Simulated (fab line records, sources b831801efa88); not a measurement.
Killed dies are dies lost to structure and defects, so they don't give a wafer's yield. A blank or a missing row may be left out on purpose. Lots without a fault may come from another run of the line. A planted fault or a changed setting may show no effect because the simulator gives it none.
Chamber matching | flow sky130 | SKY_VIA1_CMP_24 on cmp-02: 4 sister chambers
The step polishes, stops on SiO2, t overpolish 15 s, target thk 0 nm. 8 wafers are shown with their chamber, then 10 later ones without.

WAFERS WITH THEIR CHAMBER
wafer  | chamber | motor_current_A (A) | slurry_flow_ml_min
L084.6 | 1       | 10.9                | 150.1
L085.4 | 0       | 11.4                | 150.1
L085.6 | 3       | 11.8                | 149.8
L088.1 | 3       | 11.2                | 149.9
L088.2 | 1       | 11.2                | 149.6
L088.3 | 2       | 11.3                | 150.3
L090.2 | 2       | 11.6                | 149.8
L090.3 | 0       | 10.4                | 150.0

WAFERS WITHOUT THEIR CHAMBER
wafer  | motor_current_A (A) | slurry_flow_ml_min
L090.5 | 11.3                | 150.0
L093.1 | 11.0                | 149.9
L093.2 | 11.2                | 149.7
L093.4 | 11.2                | 149.7
L094.2 | 10.5                | 150.5
L094.3 | 10.7                | 150.2
L094.6 | 10.8                | 150.7
L096.1 | 11.0                | 150.3
L096.2 | 11.3                | 150.6
L096.4 | 11.0                | 150.0

WHICH CHAMBER EACH WENT THROUGH
wafer  | from the rows above               | in truth
L090.5 | can't be placed: 2 or 3 or 1 or 0 | 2
L093.1 | can't be placed: 1 or 0 or 3 or 2 | 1
L093.2 | can't be placed: 1 or 3 or 2 or 0 | 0
L093.4 | can't be placed: 1 or 3 or 2 or 0 | 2
L094.2 | can't be placed: 0 or 2 or 1 or 3 | 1
L094.3 | can't be placed: 0 or 1 or 2 or 3 | 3
L094.6 | can't be placed: 0 or 2 or 1 or 3 | 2
L096.1 | can't be placed: 0 or 2 or 1 or 3 | 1
L096.2 | can't be placed: 2 or 0 or 3 or 1 | 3
L096.4 | can't be placed: 0 or 1 or 2 or 3 | 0
Placed correctly: 0 of 10. Can't be placed from these rows: 10 (the true chamber is among the candidates in 10). Placed wrongly: 0.
How it was worked out, from the rows above alone: a wafer's distance from a chamber is the root of the sum, over the readings, of the square of ((its reading less the chamber's mean) divided by the reading's scatter). The wafer belongs to the nearest chamber; if the next one is less than 2 further off, it can't be placed. A chamber's mean is the mean of its shown wafers. The scatter: the root of (the sum of the squares of (reading less its chamber's mean) over the shown wafers, divided by (wafers less chambers)).
